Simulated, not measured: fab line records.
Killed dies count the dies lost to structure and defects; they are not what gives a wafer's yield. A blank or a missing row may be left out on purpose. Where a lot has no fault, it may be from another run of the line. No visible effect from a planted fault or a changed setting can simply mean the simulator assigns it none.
8D (eight disciplines) problem report, filled in by code    flow sky130    the parts of the form that need people (team, actions taken, sign-off) are left out

## 1. THE PROBLEM
Mean LDD_P_TW at SKY_LDD_P_TW_MEAS_11: 614 over 6 wafers in 2 lots; fault-free wafers: 639, standard deviation 3. That is -8.3 standard deviations from the usual mean.
Earliest sighting: wafer L850.3 on film metro-02 at day 23 10:47. The record has a number at this step for 42 wafers belonging to 14 lots. The rule behind "out" and "out of limits": a value lying over 4 standard deviations away from the usual mean. All remaining wafers that have a number are taken as sound.

## 2. WHAT THIS IS AND IS NOT
question                     is                            is not
which readings at this step  LDD_P_TW                      -
which lots                   L850, L853                    L842, L844, L845, L846, L847, L848, L849, L851, L860, L861, L862, L864
which wafers of those lots   all that have a number        -
read on which gauges         film metro-02, film metro-04  film metro-03
when                         from day 23 10:47             up to then (24 sound wafers); but 12 sound wafers of L860, L861, L862, L864 came after

## 3. SUSPECTS, AND WHAT RULES EACH OUT
Counting: a tool at a process step up to the reading stays a suspect if it ran every lot that is out and no sound lot after the first of them.
- the gauge at SKY_LDD_P_TW_MEAS_11 has been ruled out. The wafers that are out were read on 2 gauges (film metro-02, film metro-04).
- implanter-02 at SKY_LDD_P_IMPLANT_09: kept. All lots that are out passed through it, beginning with L850 at day 23 10:34, and no sound lot followed; its final sound lot before that point was L851 at day 23 07:52. Its own beam energy keV readings are out on those wafers.
After counting, what remains is implanter-02 at SKY_LDD_P_IMPLANT_09.

## 4. THE CAUSE (what the simulator had put in)
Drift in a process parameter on implanter-02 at SKY_LDD_P_IMPLANT_09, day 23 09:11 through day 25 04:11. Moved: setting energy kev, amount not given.
The count eliminated every tool but this one.

## 5. SEQUENCE OF EFFECTS, ordered by route
One row per reading whose mean, taken over the struck wafers that have a number, lies over 3 standard deviations from the usual. Readings are gone through only where the record gives a usual standard deviation; hours: the median, over the lots, of the time from a lot's start at the first step in this table giving one to that lot's start at this step; sigmas: the change measured in usual standard deviations.
hours  step                  reading          usual   on struck wafers  change  sigmas
0      SKY_LDD_P_IMPLANT_09  beam energy keV  24.998  21.386            -3.612  -99 or more
0      SKY_LDD_P_TW_MEAS_11  LDD_P_TW         639     614               -25     -8.3
It contains these process steps:
- SKY_LDD_P_IMPLANT_09

## 6. WHAT WOULD HAVE CAUGHT IT SOONER
The first out-of-limits reading at a measuring or inspecting step in this record came at day 23 10:47, 2 hours after the fault's start at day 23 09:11.
Tool's own readings at SKY_LDD_P_IMPLANT_09, beam energy keV: out on all struck wafers the step has rows for; an alarm limit on them would have tripped on the first.
L853, from the lots that are out (2), started SKY_LDD_P_IMPLANT_09 on implanter-02 later than day 23 10:47. Holding the tool at that time would have saved it.
